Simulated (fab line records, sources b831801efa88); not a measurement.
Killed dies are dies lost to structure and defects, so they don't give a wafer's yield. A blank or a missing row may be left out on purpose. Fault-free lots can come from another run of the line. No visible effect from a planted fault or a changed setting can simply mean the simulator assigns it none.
2 desks, one fault    flow gf180mcu    each desk holds nothing but its own numbers, with what lay behind them at the end

## AT THE METROLOGY DESK
What the gauges read, lot by lot, whatever tool the lot ran on: means of the sampled wafers that have a number. If a lot's mean is further than 4 standard deviations from the usual mean, the lot is out of limits and carries the mark OUT (the distance appears in the brackets).
Columns: A = HV_LDD_CVD_54_THK at GF_HV_LDD_THK_MEAS_55, usual 10.01 nm; B = NSD_RS at GF_PSD_RS_MEAS_14, usual 46.12 ohm/sq; C = PSD_RS at GF_PSD_RS_MEAS_15, usual 108.54 ohm/sq; D = SAB_CVD_00_THK at GF_SAB_THK_MEAS_01, usual 50.0 nm; E = SALICIDE_TIN_THK at GF_SALICIDE_THK_MEAS_05, usual 20.01 nm
lot   first seen here  A      B                C                 D     E
L196  day 12 11:08     9.91   46.12            108.59            50.1  19.92
L197  day 12 20:09     10.06  46.15            108.30            50.5  20.16
L198  day 13 02:59     9.96   46.06            108.30            49.7  19.89
L199  day 13 06:38     10.17  45.99            108.26            49.3  20.28
L200  day 13 19:26     10.10  46.20            109.18            50.4  19.73
L204  day 15 09:14     9.85   46.06            108.37            50.0  19.66
L205  day 15 11:58     10.06  46.10            108.53            50.0  19.79
L206  day 15 19:36     9.95   46.12            108.60            49.3  19.95
L208  day 16 16:11     10.08  46.12            108.69            49.5  20.24
L209  day 16 17:35     10.07  46.05            108.48            50.2  20.17
L212  day 17 17:53     9.88   43.51 (-30) OUT  100.27 (-28) OUT  49.9  20.08
L213  day 17 23:42     9.77   43.57 (-30) OUT  100.84 (-26) OUT  50.3  20.05
L215  day 18 22:48     10.28  45.95            108.29            50.2  19.95
This desk finds L212, L213 out of limits, with the earliest case on L212 at day 19 19:35 (NSD_RS at GF_PSD_RS_MEAS_14). Within limits: L196, L197, L198, L199, L200, L204, L205, L206, L208, L209, L215.

## AT THE TOOL OWNER'S DESK: rtp-anneal-02
Per lot that ran on this tool, the mean of the sampled wafers carrying a number, from the tool's own readings at GF_PSD_RTA_13 (time 20 s). If a lot's mean is further than 4 standard deviations from the usual mean, the lot is out of limits and carries the mark OUT (the distance appears in the brackets).
Columns: A = lamp-power-pct at GF_PSD_RTA_13, usual 34.5 %; B = wafer_temp_C_max at GF_PSD_RTA_13, usual 1029.1
lot   first seen here  A     B
L196  day 14 06:05     32.0  1029.1
L198  day 14 23:26     32.1  1029.1
L199  day 15 06:56     32.1  1029.4
L204  day 17 08:20     32.0  1030.1
L205  day 17 10:13     32.0  1029.6
L208  day 18 16:05     32.0  1029.7
L212  day 19 19:30     33.6  1028.8
L213  day 20 01:11     33.6  1029.2
Finding of this desk: none of the 8 lots has anything out of limits.

## BROUGHT TOGETHER
At day 19 19:35 the metrology desk could have sounded an alarm, on L212, L213.
The tool owner's desk saw nothing out of limits.
Tool owner's desk: L212, L213 on record, inside its limits.
Of the lots named, all ran GF_PSD_RTA_13 on rtp-anneal-02.

## WHAT THE SIMULATOR HAD INSERTED
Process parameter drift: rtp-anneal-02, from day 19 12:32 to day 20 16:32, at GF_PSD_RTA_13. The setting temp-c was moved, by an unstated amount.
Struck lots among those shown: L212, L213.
Time in hours between the start of the fault and the first out-of-limits reading at each desk: metrology desk, 7.
